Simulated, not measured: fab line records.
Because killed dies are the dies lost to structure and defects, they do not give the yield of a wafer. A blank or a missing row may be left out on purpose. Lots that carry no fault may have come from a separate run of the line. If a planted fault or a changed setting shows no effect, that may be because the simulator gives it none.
fab line records	flow gf180mcu
record: lots: 13	wafers: 39	last-day: 34
route steps=602 shown PSD@261 NSD@262 CONTACT@311
lots that met no fault: taken from a fault-free run of the same line
start-h: the number of hours between the record's first day and the start of the first shown wafer of the lot	wait-h: hours from the lot's prior step to this one	" repeats the value in the row above	L1.1+2: several wafers, shown together as one row	- no value, or no start was given	* or withheld: withheld	< > ~ a bound
route shown NAME@n: a module of which the file shows steps, and the number in the route of the first	usual: average and standard deviation across the fault-free wafers	same: alike in all rows	chamber/n: place in a boat	sites: each site's reading	_std_site: standard deviation of those values	_edge_site: the outer-site mean with the inner-site mean subtracted	radius-mm: how far each site lies from the wafer's centre	mask NAME#n: copy n	behind: the tool/chamber that last shaped the wafer	hold: why the lot was held/for how many hours/how that ended	device: transistor that didn't switch, given as n, p or np	end of line: tests run on the same wafers once the route is complete	for a step that has no rows: nothing shown but its recipe	killed: at the first sort, the dies lost to defects and structure; wafer yield is something else	map: the dies of a wafer, with x for killed, . for not killed, _ for no die there
set.NAME: the setting that was run; set.NAME@STEP: the one run at that earlier step	model.NAME: the simulator's own value behind a step, which no gauge read
a sample of lots followed through the steps of the route, with each step as a table and each wafer as a row
services: a tool's chamber out of use, with start hour (start-h, from the record's first day; less than 0 if before it), hours out, and reason
== steps ==
step: GF_PSD_RTA_13
recipe: temp-c: 1025	time-s: 20	ambient: N2
usual: anneal-temp-c-max: 1028.5/0.74	lamp-power-pct: 36.38/0.054	run-length-s: 48.5/0.35	wafer_temp_C_max: 1029.1/1.8
lot.wafer	tool	chamber	start-h	wait-h	anneal-temp-c-max	lamp-power-pct	run-length-s	wafer_temp_C_max
L402.1	rtp-anneal-01	0	328.21	0.0	1027.5	36.34	48.7	1029.0
L402.3	"	0	"	"	1028.5	36.31	48.6	1029.3
L402.4	"	0	"	"	1028.8	36.33	48.7	1030.3
L403.1	rtp-anneal-02	0	333.84	0.0	1028.0	36.39	48.2	1028.2
L403.3	"	0	"	"	1029.2	36.41	48.1	1027.4
L403.6	"	0	"	"	1027.8	36.41	48.0	1028.1
L405.1	rtp-anneal-01	0	352.44	0.0	1028.4	36.30	48.7	1029.9
L405.3	"	0	"	"	1028.1	36.35	49.0	1030.6
L405.6	"	0	"	"	1028.0	36.28	49.0	1030.2
L404.1	rtp-anneal-01	0	357.94	0.0	1028.8	36.27	48.9	1029.7
L404.3	"	0	"	"	1029.1	36.28	49.1	1029.7
L404.5	"	0	"	"	1028.8	36.34	48.7	1033.4
L411.3	rtp-anneal-01	0	408.70	0.0	1029.4	36.31	49.2	1030.8
L411.5	"	0	"	"	1027.9	36.26	49.2	1031.5
L411.6	"	0	"	"	1027.7	36.35	48.8	1031.8
L412.1	rtp-anneal-02	0	418.52	0.0	1028.1	36.39	62.9	1027.3
L412.3	"	0	"	"	1028.7	36.43	62.7	1026.8
L412.6	"	0	"	"	1027.5	36.42	62.8	1026.7
L413.2	rtp-anneal-02	0	426.53	0.0	1027.2	36.44	62.7	1028.5
L413.4	"	0	"	"	1028.4	36.44	62.8	1027.6
L413.5	"	0	"	"	1028.0	36.40	62.5	1027.1
L419.1	rtp-anneal-01	0	469.61	0.0	1028.2	36.34	49.1	1029.4
L419.2	"	0	"	"	1029.0	36.36	48.7	1033.1
L419.5	"	0	"	"	1028.6	36.36	48.8	1032.0
L420.1	rtp-anneal-02	0	483.91	0.0	1029.1	36.35	48.2	1027.3
L420.3	"	0	"	"	1029.7	36.39	48.4	1028.4
L420.4	"	0	"	"	1028.1	36.42	48.1	1027.7
L421.1	rtp-anneal-02	0	488.77	0.0	1030.0	36.44	48.3	1026.5
L421.3	"	0	"	"	1029.2	36.43	48.4	1026.7
L421.4	"	0	"	"	1028.4	36.38	48.0	1027.4
L422.3	rtp-anneal-01	0	497.31	0.0	1028.7	36.31	48.9	1030.0
L422.4	"	0	"	"	1028.7	36.31	48.7	1029.5
L422.5	"	0	"	"	1028.7	36.36	48.8	1030.0
L423.1	rtp-anneal-01	0	505.46	0.0	1029.1	36.36	48.7	1030.1
L423.3	"	0	"	"	1030.1	36.42	48.8	1031.3
L423.4	"	0	"	"	1028.7	36.31	48.8	1033.9
L424.1	rtp-anneal-02	0	510.72	0.0	1028.6	36.49	48.3	1028.3
L424.5	"	0	"	"	1029.3	36.40	48.2	1028.3
L424.6	"	0	"	"	1028.3	36.42	48.0	1026.7
step: GF_PSD_RS_MEAS_14
recipe: thk-meas-gauge: four-point-probe
usual: NSD_RS: 46.15/0.083
lot.wafer	tool	chamber	start-h	wait-h	NSD_RS[ohm/sq]
L402.1	film-metro-03	-	328.30	0.1	46.26
L402.3	"	-	"	"	46.33
L402.4	"	-	"	"	46.19
L403.1	film-metro-02	-	333.92	0.1	46.17
L403.3	"	-	"	"	46.25
L403.6	"	-	"	"	46.22
L405.1	film-metro-02	-	352.52	0.1	46.09
L405.3	"	-	"	"	46.08
L405.6	"	-	"	"	46.09
L404.1	film-metro-01	-	358.02	0.1	45.98
L404.3	"	-	"	"	46.15
L404.5	"	-	"	"	46.06
L411.3	film-metro-02	-	408.80	0.1	46.14
L411.5	"	-	"	"	46.04
L411.6	"	-	"	"	46.21
L412.1	film-metro-03	-	418.60	0.1	43.33
L412.3	"	-	"	"	43.28
L412.6	"	-	"	"	43.26
L413.2	film-metro-03	-	426.62	0.1	43.37
L413.4	"	-	"	"	43.28
L413.5	"	-	"	"	43.30
L419.1	film-metro-01	-	469.70	0.1	46.20
L419.2	"	-	"	"	46.15
L419.5	"	-	"	"	46.22
L420.1	film-metro-02	-	483.99	0.1	46.05
L420.3	"	-	"	"	46.05
L420.4	"	-	"	"	46.15
L421.1	film-metro-02	-	488.85	0.1	46.04
L421.3	"	-	"	"	46.19
L421.4	"	-	"	"	46.01
L422.3	film-metro-02	-	497.41	0.1	46.09
L422.4	"	-	"	"	46.07
L422.5	"	-	"	"	46.10
L423.1	film-metro-03	-	505.54	0.1	46.17
L423.3	"	-	"	"	46.14
L423.4	"	-	"	"	46.22
L424.1	film-metro-03	-	510.80	0.1	46.32
L424.5	"	-	"	"	46.27
L424.6	"	-	"	"	46.26
step: GF_PSD_RS_MEAS_15
recipe: thk-meas-gauge: four-point-probe
usual: PSD_RS: 109.05/0.25
lot.wafer	tool	chamber	start-h	wait-h	PSD_RS[ohm/sq]
L402.1	film-metro-03	-	328.42	0.1	109.20
L402.3	"	-	"	"	109.13
L402.4	"	-	"	"	109.34
L403.1	film-metro-02	-	334.04	0.1	108.94
L403.3	"	-	"	"	109.06
L403.6	"	-	"	"	109.08
L405.1	film-metro-02	-	352.64	0.1	108.98
L405.3	"	-	"	"	108.92
L405.6	"	-	"	"	108.70
L404.1	film-metro-01	-	358.14	0.1	108.70
L404.3	"	-	"	"	108.81
L404.5	"	-	"	"	109.10
L411.3	film-metro-02	-	408.92	0.1	108.78
L411.5	"	-	"	"	108.55
L411.6	"	-	"	"	108.67
L412.1	film-metro-03	-	418.72	0.1	103.01
L412.3	"	-	"	"	103.01
L412.6	"	-	"	"	102.84
L413.2	film-metro-03	-	426.74	0.1	103.11
L413.4	"	-	"	"	103.26
L413.5	"	-	"	"	103.05
L419.1	film-metro-01	-	469.82	0.1	109.40
L419.2	"	-	"	"	109.68
L419.5	"	-	"	"	109.53
L420.1	film-metro-02	-	484.11	0.1	109.13
L420.3	"	-	"	"	109.50
L420.4	"	-	"	"	108.84
L421.1	film-metro-02	-	488.97	0.1	109.14
L421.3	"	-	"	"	108.79
L421.4	"	-	"	"	108.65
L422.3	film-metro-02	-	497.53	0.1	109.26
L422.4	"	-	"	"	108.56
L422.5	"	-	"	"	108.91
L423.1	film-metro-03	-	505.66	0.1	108.88
L423.3	"	-	"	"	109.53
L423.4	"	-	"	"	109.24
L424.1	film-metro-03	-	510.92	0.1	109.20
L424.5	"	-	"	"	109.48
L424.6	"	-	"	"	109.55
step: GF_CONTACT_CVD_24
recipe: material: W	target-thk-nm: 300	time-s: 90.339	temp-c: 400	pressure-torr: 40
usual: heater-power-w: 827/82
lot.wafer	tool	chamber	start-h	wait-h	heater-power-w
L402.1	cvd-w-02	0	374.21	0.0	946
L402.3	"	1	"	"	793
L402.4	"	0	"	"	997
L403.1	cvd-w-02	1	380.81	0.0	756
L403.3	"	1	"	"	772
L403.6	"	0	"	"	998
L405.1	cvd-w-01	1	403.47	3.6	806
L405.3	"	1	"	"	823
L405.6	"	1	"	"	824
L404.1	cvd-w-02	0	404.33	0.0	959
L404.3	"	0	"	"	949
L404.5	"	1	"	"	723
L411.3	cvd-w-02	0	458.32	0.1	948
L411.5	"	0	"	"	926
L411.6	"	1	"	"	709
L412.1	cvd-w-02	1	469.21	0.0	697
L412.3	"	0	"	"	948
L412.6	"	1	"	"	728
L413.2	cvd-w-01	1	477.93	0.0	799
L413.4	"	1	"	"	780
L413.5	"	1	"	"	807
L419.1	cvd-w-02	1	519.43	0.0	726
L419.2	"	0	"	"	942
L419.5	"	1	"	"	726
L420.1	cvd-w-02	1	533.69	0.0	703
L420.3	"	1	"	"	729
L420.4	"	0	"	"	926
L421.1	cvd-w-01	1	537.83	0.0	800
L421.3	"	1	"	"	808
L421.4	"	0	"	"	797
L422.3	cvd-w-01	1	546.08	0.1	814
L422.4	"	0	"	"	817
L422.5	"	0	"	"	799
L423.1	cvd-w-01	1	552.10	0.0	812
L423.3	"	1	"	"	804
L423.4	"	0	"	"	824
L424.1	cvd-w-01	1	559.06	0.0	790
L424.5	"	0	"	"	820
L424.6	"	1	"	"	810
step: GF_CONTACT_RS_MEAS_25
recipe: thk-meas-gauge: four-point-probe	reads: W_of_CONTACT_CVD_24+TiN_of_CONTACT_SPUTTER_23+Ti_of_CONTACT_SPUTTER_22
usual: CONTACT_W_RS: 0.386/0.0035
lot.wafer	tool	chamber	start-h	wait-h	CONTACT_W_RS[ohm/sq]
L402.1	film-metro-02	-	374.31	0.1	0.384
L402.3	"	-	"	"	0.386
L402.4	"	-	"	"	0.383
L403.1	film-metro-02	-	380.91	0.1	0.385
L403.3	"	-	"	"	0.384
L403.6	"	-	"	"	0.380
L405.1	film-metro-02	-	403.57	0.1	0.383
L405.3	"	-	"	"	0.382
L405.6	"	-	"	"	0.386
L404.1	film-metro-04	-	404.43	0.1	0.380
L404.3	"	-	"	"	0.383
L404.5	"	-	"	"	0.380
L411.3	film-metro-04	-	458.42	0.1	0.386
L411.5	"	-	"	"	0.386
L411.6	"	-	"	"	0.387
L412.1	film-metro-01	-	469.31	0.1	0.384
L412.3	"	-	"	"	0.380
L412.6	"	-	"	"	0.380
L413.2	film-metro-02	-	478.05	0.1	0.383
L413.4	"	-	"	"	0.388
L413.5	"	-	"	"	0.381
L419.1	film-metro-04	-	519.53	0.1	0.383
L419.2	"	-	"	"	0.385
L419.5	"	-	"	"	0.386
L420.1	film-metro-02	-	533.79	0.1	0.382
L420.3	"	-	"	"	0.388
L420.4	"	-	"	"	0.385
L421.1	film-metro-01	-	537.93	0.1	0.383
L421.3	"	-	"	"	0.381
L421.4	"	-	"	"	0.383
L422.3	film-metro-02	-	546.19	0.1	0.377
L422.4	"	-	"	"	0.385
L422.5	"	-	"	"	0.384
L423.1	film-metro-04	-	552.20	0.1	0.395
L423.3	"	-	"	"	0.390
L423.4	"	-	"	"	0.389
L424.1	film-metro-01	-	559.16	0.1	0.388
L424.5	"	-	"	"	0.385
L424.6	"	-	"	"	0.388
step: GF_CONTACT_THK_MEAS_26
recipe: thk-meas-gauge: xrf	reads: W_of_CONTACT_CVD_24
usual: CONTACT_W_THK: 286/3
lot.wafer	tool	chamber	start-h	wait-h	CONTACT_W_THK[nm]
L402.1	film-metro-02	-	374.43	0.1	288
L402.3	"	-	"	"	289
L402.4	"	-	"	"	289
L403.1	film-metro-02	-	381.03	0.1	289
L403.3	"	-	"	"	289
L403.6	"	-	"	"	291
L405.1	film-metro-02	-	403.69	0.1	290
L405.3	"	-	"	"	291
L405.6	"	-	"	"	288
L404.1	film-metro-04	-	404.55	0.1	287
L404.3	"	-	"	"	285
L404.5	"	-	"	"	287
L411.3	film-metro-04	-	458.52	0.1	281
L411.5	"	-	"	"	284
L411.6	"	-	"	"	282
L412.1	film-metro-01	-	469.43	0.1	287
L412.3	"	-	"	"	289
L412.6	"	-	"	"	289
L413.2	film-metro-02	-	478.16	0.1	292
L413.4	"	-	"	"	288
L413.5	"	-	"	"	293
L419.1	film-metro-04	-	519.65	0.1	286
L419.2	"	-	"	"	285
L419.5	"	-	"	"	284
L420.1	film-metro-02	-	533.91	0.1	290
L420.3	"	-	"	"	286
L420.4	"	-	"	"	288
L421.1	film-metro-01	-	538.05	0.1	288
L421.3	"	-	"	"	292
L421.4	"	-	"	"	288
L422.3	film-metro-02	-	546.29	0.1	293
L422.4	"	-	"	"	288
L422.5	"	-	"	"	289
L423.1	film-metro-04	-	552.32	0.1	279
L423.3	"	-	"	"	282
L423.4	"	-	"	"	282
L424.1	film-metro-01	-	559.28	0.1	284
L424.5	"	-	"	"	285
L424.6	"	-	"	"	283
== services ==
tool	chamber	start-h	hours	kind
cvd-w-01	-	357.24	6.0	pm
cvd-w-02	0	368.27	1.3	repair
cvd-w-02	-	390.00	14.0	pm
cvd-w-02	0	390.00	14.0	vent-cycle
cvd-w-02	1	390.00	14.0	vent-cycle
cvd-w-02	0	404.00	-	clean
cvd-w-02	1	404.00	-	clean
cvd-w-01	-	451.37	10.0	repair
cvd-w-02	-	512.70	6.0	pm
cvd-w-01	0	514.63	21.0	repair
== key ==
first-sign: step: GF_PSD_RTA_13	reading: run-length-s	direction: up	sigmas: 40	usual: *	struck: *
effect: step: GF_PSD_RS_MEAS_14	reading: NSD_RS	direction: down	sigmas: 34	usual: 46.15	struck: 43.30
effect: step: GF_PSD_RS_MEAS_15	reading: PSD_RS	direction: down	sigmas: 24	usual: 109.05	struck: 103.05
met-at GF_PSD_RTA_13
struck-lots L412,L413
tester-left-out L412,L413
not-acting-at GF_CONTACT_CVD_24,GF_CONTACT_RS_MEAS_25,GF_CONTACT_THK_MEAS_26
onset-between 333.84 418.52
fault: kind: process-parameter-drift	tool: rtp-anneal-02	chamber: -	onset-h: 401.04	steps: GF_PSD_RTA_13	channel: time-s	offset: *	shape: step	end-h: 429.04	acts-in: *	stated: *
tester-left-out: of these lots the tester's yield and bins aren't shown, on N5 and GAA mostly nor the transistor test; their killed dies are dies lost to structure and defects alone, not to doping, threshold or leakage, so they don't give the yield
